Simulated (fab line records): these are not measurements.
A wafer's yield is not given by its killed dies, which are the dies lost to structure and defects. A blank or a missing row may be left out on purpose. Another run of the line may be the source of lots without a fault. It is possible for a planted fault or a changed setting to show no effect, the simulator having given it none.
fab line records | flow gf180mcu
[record] lots = 5 wafers = 15 last_day = 34
route steps=602 shown V1@360 M2@362 V2@382
lots with no fault: from the same line, run without faults
start_h: the number of hours between the record's first day and the start of the first shown wafer of the lot | wait_h: hours since the lot's step before | " the same as in the row above | L1.1+2: one row covering several wafers at once | - no value, or no start was given | * or withheld: withheld | < > ~ a bound
route shown NAME@n: names a module that has steps shown in the file, with the first one's number in the route | usual: mean and standard deviation over wafers with no fault | same: alike in all rows | chamber/n: place in a boat | sites: the reading at each site | _std_site: standard deviation of those values | _edge_site: the outer-site mean with the inner-site mean subtracted | radius_mm: for every site, how far away it sits from the centre of the wafer | mask NAME#n: copy n | behind: the most recent tool/chamber to have shaped the wafer | hold: why the lot was held/for how many hours/how that ended | device: which transistor (n, p or np) failed to switch | end of line: the same wafers' tests at the end of the route | step lacking rows: just its recipe | killed: not the wafer's yield, but the dies lost to structure and defects at the first sort | map: a wafer's dies, marking killed ones x, the rest . and places with no die _
set.NAME: the run value of the setting; set.NAME@STEP: its run value at that earlier step | model.NAME: the simulator's own value behind a step, which no gauge read
a table for each step, a row for each wafer; lots at some steps of the route
services: the hour from which a tool's chamber was out of use, counted from the record's first day as start_h (under 0 if before that day), plus the number of hours and why
[[steps]]
[step GF_V1_THK_MEAS_25]
[recipe] thk_meas_gauge = xrf reads = W_of_V1_CVD_23
[usual] V1_W_THK = 349/5.7
// columns lot.wafer tool chamber start_h wait_h V1_W_THK[nm]
L076.3 film_metro-02 - 430.18 0.1 347
L076.4 " - " " 353
L076.5 " - " " 350
L080.2 film_metro-04 - 470.11 0.1 353
L080.3 " - " " 350
L080.4 " - " " 344
L085.2 film_metro-04 - 512.82 0.1 360
L085.3 " - " " 353
L085.5 " - " " 359
L094.1 film_metro-04 - 585.84 0.1 347
L094.3 " - " " 347
L094.5 " - " " 347
L096.1 film_metro-03 - 595.89 0.1 336
L096.3 " - " " 336
L096.6 " - " " 334
[step GF_V1_CMP_26]
[recipe] stop_on = SiO2 down_force_psi = 3.5 platen_rpm = 60 t_overpolish_s = 15 target_thk_nm = 0 pad_velocity_m_s = 0.94248
[usual] edge_zone_pressure_frac = 0.999/0.0054 motor_current_A = 11.0/1.7 overpolish_run_s = 15.000/0.0086 time_to_endpoint_s = 87.4/2.7
// columns lot.wafer tool chamber start_h wait_h edge_zone_pressure_frac motor_current_A overpolish_run_s time_to_endpoint_s
L076.3 cmp-02 1 430.27 0.1 1.001 13.5 14.989 85.7
L076.4 " 2 " " 1.010 9.6 14.986 95.5
L076.5 " 1 " " 0.994 13.2 14.997 89.3
L080.3 cmp-02 3 470.16 0.0 0.992 13.0 15.007 87.0
L080.2 " 0 " " 1.000 8.9 15.010 88.4
L080.4 " 2 " " 1.003 9.8 14.999 83.1
L085.3 cmp-02 2 512.87 0.0 0.995 10.0 14.991 87.4
L085.2 " 3 " " 0.994 12.3 15.006 87.2
L085.5 " 2 " " 0.999 9.6 14.992 88.4
L094.3 cmp-02 3 586.00 0.1 0.989 12.7 14.980 86.5
L094.1 " 0 " " 1.006 8.8 14.994 86.7
L094.5 " 2 " " 1.001 9.7 14.996 81.9
L096.1 cmp-01 0 595.95 0.1 1.002 9.3 14.995 86.9
L096.3 " 2 " " 1.007 10.3 14.990 81.4
L096.6 " 1 " " 1.003 11.9 15.001 86.2
[step GF_M2_SPUTTER_00]
[recipe] material = Ti target_thk_nm = 37.5 arriving_ion_energy_ev = 80 substrate_temp_c = 200 chamber_pressure_pa = 2 power_w = 4000 time_s = 150
[usual] throttle_valve_pct = 30.3/0.79
// columns lot.wafer tool chamber start_h wait_h throttle_valve_pct
L076.3 pvd_sputter-02 - 430.52 0.2 31.1
L076.4 " - " " 31.3
L076.5 " - " " 31.4
L080.2 pvd_sputter-01 - 470.46 0.2 30.7
L080.3 " - " " 28.9
L080.4 " - " " 30.3
L085.2 pvd_sputter-01 - 513.17 0.2 28.8
L085.3 " - " " 29.5
L085.5 " - " " 30.9
L094.1 pvd_sputter-02 - 586.20 0.1 30.4
L094.3 " - " " 31.2
L094.5 " - " " 30.8
L096.1 pvd_sputter-02 - 596.25 0.2 30.7
L096.3 " - " " 29.8
L096.6 " - " " 30.6
[step GF_M2_SPUTTER_01]
[recipe] material = TiN target_thk_nm = 30 power_w = 6500 time_s = 25 chamber_pressure_pa = 0.4
[usual] throttle_valve_pct = 30.3/0.79
// columns lot.wafer tool chamber start_h wait_h throttle_valve_pct
L076.3 pvd_sputter-02 - 430.62 0.1 31.3
L076.4 " - " " 31.4
L076.5 " - " " 31.2
L080.2 pvd_sputter-01 - 470.56 0.1 30.7
L080.3 " - " " 28.9
L080.4 " - " " 30.7
L085.2 pvd_sputter-01 - 513.27 0.1 29.0
L085.3 " - " " 29.7
L085.5 " - " " 30.6
L094.1 pvd_sputter-02 - 586.30 0.1 30.7
L094.3 " - " " 30.8
L094.5 " - " " 30.8
L096.1 pvd_sputter-02 - 596.35 0.1 30.9
L096.3 " - " " 29.8
L096.6 " - " " 30.6
[step GF_M2_SPUTTER_02]
[recipe] material = AlCu target_thk_nm = 450 power_w = 10600 time_s = 23.9 chamber_pressure_pa = 0.4
[usual] throttle_valve_pct = 30.3/0.82
// columns lot.wafer tool chamber start_h wait_h throttle_valve_pct
L076.3 pvd_sputter-02 - 430.65 0.0 31.3
L076.4 " - " " 31.0
L076.5 " - " " 31.2
L080.2 pvd_sputter-01 - 470.59 0.0 30.7
L080.3 " - " " 28.7
L080.4 " - " " 30.3
L085.2 pvd_sputter-01 - 513.30 0.0 28.8
L085.3 " - " " 29.8
L085.5 " - " " 30.8
L094.1 pvd_sputter-02 - 586.33 0.0 30.9
L094.3 " - " " 31.0
L094.5 " - " " 30.8
L096.1 pvd_sputter-02 - 596.38 0.0 30.7
L096.3 " - " " 29.5
L096.6 " - " " 30.7
[step GF_M2_SPUTTER_03]
[recipe] material = Ti target_thk_nm = 10 substrate_temp_c = 300 chamber_pressure_pa = 0.3 power_w = 3000 time_s = 6.7
[usual] throttle_valve_pct = 30.3/0.79
// columns lot.wafer tool chamber start_h wait_h throttle_valve_pct
L076.3 pvd_sputter-02 - 430.68 0.0 31.1
L076.4 " - " " 31.4
L076.5 " - " " 31.6
L080.2 pvd_sputter-01 - 470.62 0.0 31.0
L080.3 " - " " 28.9
L080.4 " - " " 30.5
L085.2 pvd_sputter-01 - 513.33 0.0 28.7
L085.3 " - " " 29.8
L085.5 " - " " 30.5
L094.1 pvd_sputter-02 - 586.36 0.0 30.8
L094.3 " - " " 31.1
L094.5 " - " " 30.6
L096.1 pvd_sputter-02 - 596.41 0.0 30.6
L096.3 " - " " 29.8
L096.6 " - " " 30.5
[step GF_M2_SPUTTER_04]
[recipe] material = TiN target_thk_nm = 50 power_w = 6500 time_s = 41.7 chamber_pressure_pa = 0.4
[usual] throttle_valve_pct = 30.4/0.77
// columns lot.wafer tool chamber start_h wait_h throttle_valve_pct
L076.3 pvd_sputter-02 - 430.70 0.0 31.3
L076.4 " - " " 31.2
L076.5 " - " " 31.1
L080.2 pvd_sputter-01 - 470.64 0.0 31.0
L080.3 " - " " 29.0
L080.4 " - " " 30.6
L085.2 pvd_sputter-01 - 513.35 0.0 29.0
L085.3 " - " " 29.4
L085.5 " - " " 30.8
L094.1 pvd_sputter-02 - 586.38 0.0 30.7
L094.3 " - " " 31.1
L094.5 " - " " 30.8
L096.1 pvd_sputter-02 - 596.43 0.0 30.6
L096.3 " - " " 29.5
L096.6 " - " " 30.6
[step GF_M2_RS_MEAS_05]
[recipe] thk_meas_gauge = four-point-probe reads = TiN_of_M2_SPUTTER_04+Ti_of_M2_SPUTTER_03+AlCu_of_M2_SPUTTER_02+TiN_of_M2_SPUTTER_01+Ti_of_M2_SPUTTER_00
[usual] M2_ALCU_RS = 0.0698/0.00074
// columns lot.wafer tool chamber start_h wait_h M2_ALCU_RS[ohm/sq]
L076.3 film_metro-02 - 430.78 0.1 0.0694
L076.4 " - " " 0.0706
L076.5 " - " " 0.0708
L080.2 film_metro-01 - 470.70 0.0 0.0700
L080.3 " - " " 0.0712
L080.4 " - " " 0.0713
L085.2 film_metro-01 - 513.41 0.0 0.0703
L085.3 " - " " 0.0700
L085.5 " - " " 0.0698
L094.1 film_metro-01 - 586.42 0.0 0.0699
L094.3 " - " " 0.0701
L094.5 " - " " 0.0699
L096.1 film_metro-01 - 596.47 0.0 0.0702
L096.3 " - " " 0.0694
L096.6 " - " " 0.0703
[step GF_M2_THK_MEAS_06]
[recipe] thk_meas_gauge = xrf reads = AlCu_of_M2_SPUTTER_02
[usual] M2_ALCU_THK = 442/5.1
// columns lot.wafer tool chamber start_h wait_h M2_ALCU_THK[nm]
L076.3 film_metro-02 - 430.88 0.1 444
L076.4 " - " " 438
L076.5 " - " " 435
L080.2 film_metro-01 - 470.81 0.1 440
L080.3 " - " " 433
L080.4 " - " " 428
L085.2 film_metro-01 - 513.52 0.1 441
L085.3 " - " " 443
L085.5 " - " " 444
L094.1 film_metro-01 - 586.54 0.1 441
L094.3 " - " " 439
L094.5 " - " " 438
L096.1 film_metro-01 - 596.59 0.1 444
L096.3 " - " " 444
L096.6 " - " " 440
[step GF_M2_DEHYDRATE_07]
[recipe] temp_c = 200 time_s = 60
// columns lot.wafer tool chamber start_h wait_h
L076.3+4+5 litho_track-01 0 442.26 11.4
L080.2+3+4 litho_track-03 0 482.09 11.3
L085.2+3+5 litho_track-01 0 524.33 10.8
L094.1+3+5 litho_track-03 0 596.36 9.8
L096.1+3+6 litho_track-03 0 606.86 10.3
[step GF_M2_HMDS_08]
[recipe] prime_time_s = 60 prime_temp_c = 120
// columns lot.wafer tool chamber start_h wait_h
L076.3+4+5 litho_track-01 0 442.41 0.1
L080.2+3+4 litho_track-03 0 482.24 0.1
L085.2+3+5 litho_track-01 0 524.48 0.1
L094.1+3+5 litho_track-03 0 596.51 0.1
L096.1+3+6 litho_track-03 0 607.01 0.1
[step GF_M2_COAT_09]
[recipe] resist = KrF spin_rpm = withheld resist_thk_nm = 1000
// columns lot.wafer tool chamber start_h wait_h
L076.3+4+5 litho_track-01 0 442.56 0.1
L080.2+3+4 litho_track-03 0 482.39 0.1
L085.2+3+5 litho_track-01 0 524.63 0.1
L094.1+3+5 litho_track-03 0 596.66 0.1
L096.1+3+6 litho_track-03 0 607.16 0.1
[step GF_M2_SOFTBAKE_10]
[recipe] temp_c = 130 time_s = 60 resist = KrF
// columns lot.wafer tool chamber start_h wait_h
L076.3+4+5 litho_track-01 0 442.71 0.1
L080.2+3+4 litho_track-03 0 482.54 0.1
L085.2+3+5 litho_track-01 0 524.78 0.1
L094.1+3+5 litho_track-03 0 596.81 0.1
L096.1+3+6 litho_track-03 0 607.31 0.1
[step GF_M2_EXPOSE_11]
[recipe] mask_id = Metal2 target_cd_nm = 280 na = 0.68 source_shape = conventional sigma_outer = 0.6 dose_mj = 28
// columns lot.wafer tool chamber start_h wait_h mask
L076.3+4+5 krf_scanner-01 0 - - Metal2#0
L080.2+3+4 krf_scanner-02 0 - - Metal2#0
L085.2+3+5 krf_scanner-02 0 - - Metal2#0
L094.1+3+5 krf_scanner-02 0 - - Metal2#0
L096.1+3+6 krf_scanner-01 0 - - Metal2#0
[step GF_M2_PEB_12]
[recipe] peb_temp_c = 135 peb_time_s = 90 resist = KrF
[same] peb_time_s = 90
// columns lot.wafer tool chamber start_h wait_h
L076.3+4+5 litho_track-03 0 - -
L080.2+3+4 litho_track-02 0 - -
L085.2+3+5 litho_track-03 0 - -
L094.1+3+5 litho_track-03 0 - -
L096.1+3+6 litho_track-01 0 - -
[step GF_M2_DEVELOP_13]
[recipe] develop_time_s = 60 dev_temp_c = 21
// columns lot.wafer tool chamber start_h wait_h
L076.3+4+5 litho_track-03 0 454.06 0.1
L080.2+3+4 litho_track-02 0 494.32 0.2
L085.2+3+5 litho_track-03 0 536.54 0.2
L094.1+3+5 litho_track-03 0 607.66 0.2
L096.1+3+6 litho_track-01 0 617.56 0.2
[step GF_M2_CD_MEAS_14]
[recipe] target_cd_nm = 280
[usual] cd_nm = 280.0/1.2
// columns lot.wafer tool chamber start_h wait_h cd_nm
L076.3 cd_sem-01 - 454.20 0.1 278.6
L076.4 " - " " 277.9
L076.5 " - " " 277.7
L080.2 cd_sem-02 - 494.46 0.1 282.4
L080.3 " - " " 280.9
L080.4 " - " " 281.7
L085.2 cd_sem-02 - 536.68 0.1 280.8
L085.3 " - " " 281.0
L085.5 " - " " 281.3
L094.1 cd_sem-01 - 607.81 0.1 278.8
L094.3 " - " " 279.0
L094.5 " - " " 279.0
L096.1 cd_sem-02 - 617.71 0.1 280.5
L096.3 " - " " 279.7
L096.6 " - " " 279.5
[step GF_M2_OVL_MEAS_15]
[usual] M2_OVL = -4/5.1
// columns lot.wafer tool chamber start_h wait_h M2_OVL[nm]
L076.3 overlay-01 - 454.30 0.1 -10
L076.4 " - " " -13
L076.5 " - " " -3
L080.2 overlay-01 - 494.57 0.1 -7
L080.3 " - " " -5
L080.4 " - " " -8
L085.2 overlay-01 - 536.79 0.1 5
L085.3 " - " " 3
L085.5 " - " " 2
L094.1 overlay-01 - 607.93 0.1 -4
L094.3 " - " " -1
L094.5 " - " " -8
L096.1 overlay-02 - 617.83 0.1 -1
L096.3 " - " " 0
L096.6 " - " " 2
[step GF_M2_METAL_ETCH_16]
[recipe] chemistry = Cl2/BCl3 mask_material = KrF target_depth_nm = 627.5 stop_on = SiO2 pressure_mtorr = 8 icp_w = 800 bias_w = 140 Cl2_flow_sccm = 80 bcl3_flow_sccm = 40 time_s = 104.6
[usual] bcl3_flow_sccm = 39.98/0.12 drypump_motor_current_A = 5.74/0.26 mfc_cl2_sccm = 79.96/0.21 oes_product_au = 0.971/0.0064 rf_fwd_power_W = 795.6/2.8 throttle_valve_pct = 28.251/0.0096
// columns lot.wafer tool chamber start_h wait_h bcl3_flow_sccm drypump_motor_current_A mfc_cl2_sccm oes_product_au rf_fwd_power_W rf_hours_counter_h throttle_valve_pct
L076.3 rie_metal-04 1 454.36 0.1 39.97 6.18 80.11 0.976 797.6 - 28.245
L076.4 " 0 " " 40.00 5.78 79.82 0.960 793.8 - 28.254
L076.5 " 0 " " 40.03 5.79 79.74 0.965 795.0 - 28.238
L080.2 rie_metal-01 0 494.60 0.0 40.13 5.21 80.03 0.973 791.1 6 28.244
L080.3 " 1 " " 40.01 5.54 79.95 0.970 792.0 - 28.271
L080.4 " 0 " " 40.08 5.21 79.97 0.957 792.5 - 28.255
L085.2 rie_metal-01 0 536.82 0.0 39.99 5.25 79.94 0.961 794.4 7 28.245
L085.3 " 1 " " 39.99 5.55 80.08 0.973 798.1 - 28.238
L085.5 " 0 " " 39.94 5.20 79.90 0.970 796.9 - 28.253
L094.1 rie_metal-03 0 607.97 0.0 40.19 5.57 79.76 0.962 795.7 2 28.265
L094.3 " 0 " " 40.04 5.58 79.82 0.970 797.6 - 28.242
L094.5 " 1 " " 39.82 5.91 80.16 0.964 798.9 - 28.263
L096.1 rie_metal-03 1 617.86 0.0 40.11 5.89 80.05 0.965 797.0 4 28.252
L096.3 " 0 " " 40.05 5.58 79.74 0.970 793.5 - 28.247
L096.6 " 0 " " 39.82 5.59 79.74 0.967 793.3 - 28.247
[step GF_M2_STRIP_17]
[recipe] chemistry = O2/N2 power_w = 1400 pressure_mtorr = 1500 platen_temp_c = 250 o2_flow_sccm = 3000 n2_flow_sccm = 300 overash_fraction = 0.5
[usual] drypump_motor_current_A = 5.8/0.5 heater_power_w = 338/36 oes_product_au = 0.556/0.0047 strip_time_to_endpoint_s = 7.85/0.043
// columns lot.wafer tool chamber start_h wait_h drypump_motor_current_A heater_power_w oes_product_au rf_hours_counter_h strip_time_to_endpoint_s
L076.3 plasma_asher-03 0 454.47 0.1 5.2 339 0.558 - 7.83
L076.4 " 1 " " 6.3 399 0.556 - 7.79
L076.5 " 1 " " 6.3 413 0.546 - 7.76
L080.2 plasma_asher-04 0 494.71 0.1 5.1 340 0.563 7 7.88
L080.3 " 0 " " 5.1 329 0.561 - 7.89
L080.4 " 1 " " 6.4 321 0.554 - 7.89
L085.2 plasma_asher-02 1 536.93 0.1 6.0 341 0.556 90 7.91
L085.3 " 1 " " 6.0 330 0.559 - 7.87
L085.5 " 1 " " 6.0 344 0.560 - 7.91
L094.1 plasma_asher-02 1 608.08 0.1 6.0 341 0.562 96 7.90
L094.3 " 1 " " 6.0 338 0.567 - 7.86
L094.5 " 0 " " 6.0 284 0.554 - 7.80
L096.1 plasma_asher-02 0 617.98 0.1 6.0 279 0.564 97 7.86
L096.3 " 1 " " 6.0 333 0.561 - 7.91
L096.6 " 0 " " 6.0 281 0.559 - 7.93
[step GF_M2_STRIP_18]
[recipe] chemistry = post_etch_residue_remover time_s = 1200 temp_c = 72.5
// columns lot.wafer tool chamber start_h wait_h
L076.3+4+5 wet_bench-04 3 454.53 0.0
L080.2+3+4 wet_bench-03 3 494.81 0.1
L085.2+3+5 wet_bench-02 0 537.03 0.1
L094.1+3+5 wet_bench-03 1 608.18 0.1
L096.1+3+6 wet_bench-03 1 618.08 0.1
[step GF_M2_CLEAN_19]
[recipe] chemistry = DIW dry = n2_spin
// columns lot.wafer tool chamber start_h wait_h
L076.3+4+5 wet_bench-02 2 454.87 0.0
L080.2+3+4 wet_bench-02 3 495.15 0.0
L085.2+3+5 wet_bench-03 2 537.37 0.0
L094.1+3+5 wet_bench-04 1 608.52 0.0
L096.1+3+6 wet_bench-03 2 618.42 0.0
[step GF_V2_CVD_00]
[recipe] material = SiO2 target_thk_nm = 600 sigma_open_frac = 0.3 temp_c = 400 time_s = 100 sih4_flow_sccm = 60 pressure_mtorr = 6
// columns lot.wafer tool chamber start_h wait_h
L076.3+4+5 hdpcvd-02 2,1,2 454.97 0.0
L080.2+3+4 hdpcvd-02 1,0,1 495.24 0.0
L085.2+3+5 hdpcvd-02 1,2,1 537.46 0.0
L094.1+3+5 hdpcvd-01 0,2,0 608.62 0.0
L096.1+3+6 hdpcvd-02 2,1,0 618.51 0.0
[step GF_V2_THK_MEAS_01]
[recipe] reads = SiO2_of_V2_CVD_00
[usual] V2_CVD_00_THK = 598/7.7
// columns lot.wafer tool chamber start_h wait_h V2_CVD_00_THK[nm]
L076.3 film_metro-04 - 455.06 0.1 605
L076.4 " - " " 590
L076.5 " - " " 602
L080.2 film_metro-04 - 495.37 0.1 599
L080.3 " - " " 604
L080.4 " - " " 593
L085.2 film_metro-02 - 537.55 0.0 595
L085.3 " - " " 612
L085.5 " - " " 599
L094.1 film_metro-02 - 608.69 0.0 600
L094.3 " - " " 599
L094.5 " - " " 604
L096.1 film_metro-04 - 618.58 0.0 595
L096.3 " - " " 588
L096.6 " - " " 601
[step GF_V2_CVD_02]
[recipe] material = SiO2 target_thk_nm = 850 precursor = TEOS temp_c = 400 time_s = 94.851 rf_w = 600
[usual] heater_power_w = 640/120 rf_fwd_power_W = 595.8/2.2
// columns lot.wafer tool chamber start_h wait_h heater_power_w rf_fwd_power_W
L076.3 pecvd-03 2 455.10 0.0 801 601.0
L076.4 " 0 " " 626 596.7
L076.5 " 1 " " 510 596.8
L080.2 pecvd-04 2 495.42 0.0 870 593.6
L080.3 " 1 " " 509 598.1
L080.4 " 1 " " 401 600.1
L085.2 pecvd-04 1 537.60 0.0 478 596.9
L085.3 " 0 " " 681 598.0
L085.5 " 2 " " 834 591.9
L094.1 pecvd-03 2 608.75 0.1 813 595.6
L094.3 " 1 " " 536 592.7
L094.5 " 0 " " 641 594.9
L096.1 pecvd-03 0 618.64 0.1 581 599.5
L096.3 " 1 " " 463 596.4
L096.6 " 1 " " 511 595.7
[step GF_V2_THK_MEAS_03]
[recipe] reads = SiO2_of_V2_CVD_02
[usual] V2_CVD_02_THK = 854/12
// columns lot.wafer tool chamber start_h wait_h V2_CVD_02_THK[nm]
L076.3 film_metro-01 - 455.19 0.1 841
L076.4 " - " " 864
L076.5 " - " " 859
L080.2 film_metro-04 - 495.50 0.0 872
L080.3 " - " " 850
L080.4 " - " " 860
L085.2 film_metro-04 - 537.68 0.0 847
L085.3 " - " " 856
L085.5 " - " " 872
L094.1 film_metro-01 - 608.82 0.0 851
L094.3 " - " " 844
L094.5 " - " " 857
L096.1 film_metro-02 - 618.71 0.0 840
L096.3 " - " " 839
L096.6 " - " " 849
[step GF_V2_CMP_04]
[recipe] material = SiO2 down_force_psi = 4 platen_rpm = 60 pad_velocity_m_s = 0.94248
[usual] edge_zone_pressure_frac = 0.999/0.0049 motor_current_A = 12.0/1.6 time_to_endpoint_s = 83/5.3
// columns lot.wafer tool chamber start_h wait_h edge_zone_pressure_frac motor_current_A time_to_endpoint_s
L076.4 cmp-02 3 455.33 0.1 1.001 14.1 86
L076.3 " 0 " " 1.002 9.4 79
L076.5 " 2 " " 1.008 10.2 88
L080.3 cmp-01 0 495.55 0.0 0.997 10.3 82
L080.2 " 2 " " 0.999 11.8 92
L080.4 " 3 " " 1.008 12.6 86
L085.2 cmp-02 1 537.97 0.3 0.999 14.4 81
L085.3 " 3 " " 1.001 13.5 88
L085.5 " 0 " " 1.005 9.3 95
L094.3 cmp-02 1 608.88 0.0 0.994 14.6 82
L094.1 " 0 " " 0.997 9.4 82
L094.5 " 2 " " 0.998 10.6 93
L096.3 cmp-01 1 618.82 0.1 1.000 13.1 77
L096.1 " 3 " " 0.992 13.2 76
L096.6 " 0 " " 1.004 10.1 79
[step GF_V2_BOW_MEAS_05]
[recipe] mode = bow
[usual] V2_BOW = 100/9
// columns lot.wafer tool chamber start_h wait_h V2_BOW[um]
L076.3 film_metro-04 - 455.57 0.1 90
L076.4 " - " " 104
L076.5 " - " " 97
L080.2 film_metro-04 - 495.92 0.2 100
L080.3 " - " " 96
L080.4 " - " " 92
L085.2 film_metro-01 - 538.24 0.2 120
L085.3 " - " " 122
L085.5 " - " " 109
L094.1 film_metro-01 - 609.18 0.1 94
L094.3 " - " " 83
L094.5 " - " " 79
L096.1 film_metro-01 - 619.07 0.1 100
L096.3 " - " " 106
L096.6 " - " " 93
[step GF_V2_DEHYDRATE_06]
[recipe] temp_c = 200 time_s = 60
// columns lot.wafer tool chamber start_h wait_h
L076.3+4+5 litho_track-04 0 467.30 11.7
L080.2+3+4 litho_track-03 0 506.79 10.8
L085.2+3+5 litho_track-03 0 548.74 10.5
L094.1+3+5 litho_track-02 0 618.54 9.3
L096.1+3+6 litho_track-03 0 628.86 9.8
[step GF_V2_HMDS_07]
[recipe] prime_time_s = 60 prime_temp_c = 120
// columns lot.wafer tool chamber start_h wait_h
L076.3+4+5 litho_track-04 0 467.45 0.1
L080.2+3+4 litho_track-03 0 506.94 0.1
L085.2+3+5 litho_track-03 0 548.89 0.1
L094.1+3+5 litho_track-02 0 618.69 0.1
L096.1+3+6 litho_track-03 0 629.01 0.1
[step GF_V2_COAT_08]
[recipe] resist = BARC temp_c = withheld time_s = withheld spin_rpm = withheld resist_thk_nm = withheld
// columns lot.wafer tool chamber start_h wait_h
L076.3+4+5 litho_track-04 0 467.60 0.1
L080.2+3+4 litho_track-03 0 507.09 0.1
L085.2+3+5 litho_track-03 0 549.04 0.1
L094.1+3+5 litho_track-02 0 618.84 0.1
L096.1+3+6 litho_track-03 0 629.16 0.1
[step GF_V2_COAT_09]
[recipe] resist = KrF spin_rpm = withheld resist_thk_nm = 1000
// columns lot.wafer tool chamber start_h wait_h
L076.3+4+5 litho_track-04 0 - -
L080.2+3+4 litho_track-03 0 - -
L085.2+3+5 litho_track-03 0 - -
L094.1+3+5 litho_track-02 0 - -
L096.1+3+6 litho_track-03 0 - -
[step GF_V2_SOFTBAKE_10]
[recipe] temp_c = 130 time_s = 60 resist = KrF
// columns lot.wafer tool chamber start_h wait_h
L076.3+4+5 litho_track-04 0 - -
L080.2+3+4 litho_track-03 0 - -
L085.2+3+5 litho_track-03 0 - -
L094.1+3+5 litho_track-02 0 - -
L096.1+3+6 litho_track-03 0 - -
[step GF_V2_EXPOSE_11]
[recipe] mask_id = Via2 target_cd_nm = 260 na = 0.68 source_shape = conventional sigma_outer = 0.6 dose_mj = 38
// columns lot.wafer tool chamber start_h wait_h mask
L076.3+4+5 krf_scanner-01 0 - - Via2#0
L080.2+3+4 krf_scanner-01 0 - - Via2#0
L085.2+3+5 krf_scanner-01 0 - - Via2#0
L094.1+3+5 krf_scanner-02 0 - - Via2#0
L096.1+3+6 krf_scanner-01 0 - - Via2#0
[step GF_V2_PEB_12]
[recipe] peb_temp_c = 135 peb_time_s = 90 resist = KrF
[same] peb_time_s = 90
// columns lot.wafer tool chamber start_h wait_h
L076.3+4+5 litho_track-02 0 - -
L080.2+3+4 litho_track-03 0 - -
L085.2+3+5 litho_track-03 0 - -
L094.1+3+5 litho_track-04 0 - -
L096.1+3+6 litho_track-03 0 - -
[step GF_V2_DEVELOP_13]
[recipe] develop_time_s = 60 resist = KrF dev_temp_c = 21
// columns lot.wafer tool chamber start_h wait_h
L076.3+4+5 litho_track-02 0 479.44 0.1
L080.2+3+4 litho_track-03 0 518.89 0.2
L085.2+3+5 litho_track-03 0 561.24 0.2
L094.1+3+5 litho_track-04 0 629.60 0.2
L096.1+3+6 litho_track-03 0 639.16 0.2
[step GF_V2_CD_MEAS_14]
[recipe] target_cd_nm = 260
[usual] cd_nm = 260.2/1.3
// columns lot.wafer tool chamber start_h wait_h cd_nm
L076.3 cd_sem-01 - 479.58 0.1 264.4
L076.4 " - " " 261.8
L076.5 " - " " 263.8
L080.2 cd_sem-02 - 519.03 0.1 260.4
L080.3 " - " " 260.7
L080.4 " - " " 259.9
L085.2 cd_sem-01 - 561.38 0.1 258.8
L085.3 " - " " 259.1
L085.5 " - " " 258.7
L094.1 cd_sem-02 - 629.75 0.1 260.6
L094.3 " - " " 260.1
L094.5 " - " " 259.2
L096.1 cd_sem-01 - 639.31 0.1 259.8
L096.3 " - " " 260.1
L096.6 " - " " 259.1
[step GF_V2_OVL_MEAS_15]
[usual] V2_OVL = 1/5.1
// columns lot.wafer tool chamber start_h wait_h V2_OVL[nm]
L076.3 overlay-02 - 479.67 0.1 -5
L076.4 " - " " -5
L076.5 " - " " 0
L080.2 overlay-02 - 519.14 0.1 0
L080.3 " - " " 5
L080.4 " - " " 2
L085.2 overlay-02 - 561.49 0.1 -2
L085.3 " - " " 3
L085.5 " - " " -3
L094.1 overlay-02 - 629.87 0.1 -7
L094.3 " - " " -4
L094.5 " - " " -9
L096.1 overlay-02 - 639.43 0.1 0
L096.3 " - " " 4
L096.6 " - " " 2
[step GF_V2_ETCH_16]
[recipe] chemistry = N2/H2 target_depth_a = withheld overetch_a = withheld time_s = withheld target = BARC ion_energy_ev = 200 source_w = 500 bias_w = 100 pressure_mtorr = 30 n2_flow_sccm = 100 h2_flow_sccm = 200
[usual] drypump_motor_current_A = 6.1/0.55 oes_product_au = 0.855/0.0049 rf_fwd_power_W = 494.6/2.2 throttle_valve_pct = 13.223/0.0088
// columns lot.wafer tool chamber start_h wait_h drypump_motor_current_A oes_product_au rf_fwd_power_W throttle_valve_pct
L076.3 rie_diel-01 3 479.70 0.0 6.6 0.852 490.2 13.238
L076.4 " 0 " " 5.4 0.845 495.7 13.215
L076.5 " 0 " " 5.4 0.855 495.4 13.225
L080.2 rie_diel-01 1 519.17 0.0 5.4 0.851 492.6 13.231
L080.3 " 3 " " 6.6 0.853 493.2 13.218
L080.4 " 2 " " 6.2 0.852 496.9 13.220
L085.2 rie_diel-03 0 561.52 0.0 6.7 0.857 493.2 13.213
L085.3 " 2 " " 6.7 0.851 494.0 13.228
L085.5 " 0 " " 6.6 0.860 492.5 13.219
L094.1 rie_diel-03 3 629.90 0.0 6.5 0.855 494.1 13.210
L094.3 " 0 " " 6.7 0.854 493.6 13.213
L094.5 " 1 " " 6.8 0.862 494.8 13.215
L096.1 rie_diel-04 1 639.47 0.0 6.2 0.849 499.0 13.226
L096.3 " 3 " " 5.5 0.849 489.0 13.232
L096.6 " 0 " " 5.3 0.863 495.0 13.224
[step GF_V2_ETCH_17]
[recipe] chemistry = C4F8/O2/Ar mask_material = KrF target = SiO2 stop_on = TiN source_w = 1500 bias_w = 1200 pressure_mtorr = 40 c4f8_flow_sccm = withheld O2_flow_sccm = 6 Ar_flow_sccm = 300 time_s = withheld target_depth_a = 6300
[usual] oes_product_au = 0.856/0.0045 rf_fwd_power_W = 1492/4.7
// columns lot.wafer tool chamber start_h wait_h oes_product_au rf_fwd_power_W
L076.3 rie_diel-01 3 - - 0.856 1493
L076.4 " 0 " " 0.853 1500
L076.5 " 0 " " 0.862 1492
L080.2 rie_diel-01 1 - - 0.856 1486
L080.3 " 3 " " 0.862 1492
L080.4 " 2 " " 0.855 1493
L085.2 rie_diel-03 0 - - 0.850 1488
L085.3 " 2 " " 0.865 1496
L085.5 " 0 " " 0.859 1492
L094.1 rie_diel-03 3 - - 0.854 1498
L094.3 " 0 " " 0.861 1491
L094.5 " 1 " " 0.853 1497
L096.1 rie_diel-04 1 - - 0.855 1498
L096.3 " 3 " " 0.862 1487
L096.6 " 0 " " 0.854 1489
[[services]]
// columns tool chamber start_h hours kind
rie_diel-01 - 408.35 1.2 repair
krf_scanner-01 - 419.98 2.1 repair
krf_scanner-02 - 431.09 1.0 pm
rie_diel-01 - 432.23 2.8 pm
rie_diel-01 - 438.54 0.6 repair
pvd_sputter-02 - 466.69 7.4 repair
rie_diel-03 - 472.31 0.8 repair
hdpcvd-02 - 479.68 0.7 repair
krf_scanner-01 - 484.57 1.0 pm
krf_scanner-02 - 490.51 3.5 repair
rie_diel-03 - 496.23 4.5 repair
krf_scanner-02 - 498.37 1.3 pm
rie_diel-01 - 499.38 13.1 repair
rie_diel-03 - 501.61 0.5 repair
rie_diel-03 3 501.79 2.4 repair
cmp-02 - 509.93 1.9 repair
rie_diel-03 - 511.94 2.8 pm
krf_scanner-02 - 516.72 0.5 repair
hdpcvd-02 2 531.64 3.3 repair
krf_scanner-01 - 535.96 0.8 pm
krf_scanner-01 - 574.43 1.3 pm
pvd_sputter-01 - 579.50 1.1 repair
cmp-02 - 588.98 0.3 repair
cmp-02 - 610.08 6.6 pm
[[key]]
fault none
